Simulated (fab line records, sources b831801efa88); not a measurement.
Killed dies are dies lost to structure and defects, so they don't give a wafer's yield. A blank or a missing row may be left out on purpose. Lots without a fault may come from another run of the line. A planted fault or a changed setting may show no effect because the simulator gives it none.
One fault seen from 2 desks | flow sky130 | each desk has only its own numbers; what lay behind them comes last

THE TOOL OWNER'S DESK: implanter-03
The tool's own readings at SKY_LDD_HVN_IMPLANT_08: means of the sampled wafers that have a number, for each lot that ran on this tool. A lot is out of limits, marked OUT, if its mean lies more than 4 standard deviations from the usual mean; the brackets give that distance.
Columns: A = beam_energy_keV at SKY_LDD_HVN_IMPLANT_08, usual 60.002; B = end_station_pressure_torr at SKY_LDD_HVN_IMPLANT_08, usual 5.14e-06 Torr; C = tilt_deg at SKY_LDD_HVN_IMPLANT_08, usual 40.002 degrees
lot  | first seen here | A                        | B        | C
L818 | day 21 18:16    | 60.030                   | 5.10e-06 | 40.005
L828 | day 25 12:15    | 59.984                   | 4.99e-06 | 39.997
L834 | day 27 09:52    | 82.829 (+99 or more) OUT | 5.39e-06 | 39.993
L835 | day 27 15:59    | 82.822 (+99 or more) OUT | 4.91e-06 | 40.010
This desk's finding: out of limits on L834, L835; first on L834, day 27 09:52 (beam_energy_keV at SKY_LDD_HVN_IMPLANT_08). In limits: L818, L828.

THE METROLOGY DESK
What the gauges read, lot by lot, whatever tool the lot ran on: means of the sampled wafers that have a number. A lot is out of limits, marked OUT, if its mean lies more than 4 standard deviations from the usual mean; the brackets give that distance.
Columns: A = LDD_HVN_TW at SKY_LDD_HVN_TW_MEAS_10, usual 1419; B = VIA2_OVL at SKY_VIA2_OVL_MEAS_13, usual 0 nm; C = VIA2_W_THK at SKY_VIA2_THK_MEAS_23, usual 426 nm
lot  | first seen here | A              | B  | C
L814 | day 19 23:26    | 1420           | -1 | 438
L818 | day 21 18:31    | 1432           | 5  | 424
L819 | day 22 15:23    | 1414           | -5 | 426
L820 | day 22 20:06    | 1420           | 7  | 423
L821 | day 23 02:08    | 1413           | 4  | 428
L823 | day 23 12:48    | 1425           | -3 | 419
L822 | day 23 15:32    | 1426           | -1 | 422
L827 | day 25 06:22    | 1430           | 5  | 419
L828 | day 25 12:30    | 1434           | -4 | 426
L831 | day 26 18:36    | 1413           | -5 | 421
L834 | day 27 10:07    | 1541 (+12) OUT | -3 | 430
L835 | day 27 16:13    | 1543 (+12) OUT | 3  | 425
This desk's finding: out of limits on L834, L835; first on L834, day 27 10:07 (LDD_HVN_TW at SKY_LDD_HVN_TW_MEAS_10). In limits: L814, L818, L819, L820, L821, L823, L822, L827, L828, L831.

PUT TOGETHER
The tool owner's desk could have raised an alarm at day 27 09:52, on L834, L835.
The metrology desk could have raised an alarm at day 27 10:07, on L834, L835.
Of the lots named, all ran SKY_LDD_HVN_IMPLANT_08 on implanter-03.

WHAT THE SIMULATOR HAD PUT IN
Process parameter drift: implanter-03, from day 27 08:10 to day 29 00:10, at SKY_LDD_HVN_IMPLANT_08. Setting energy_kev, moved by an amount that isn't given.
Lots struck among those shown: L834, L835.
Hours from the fault's start to each desk's first reading out of limits: the tool owner's desk, 2; the metrology desk, 2.
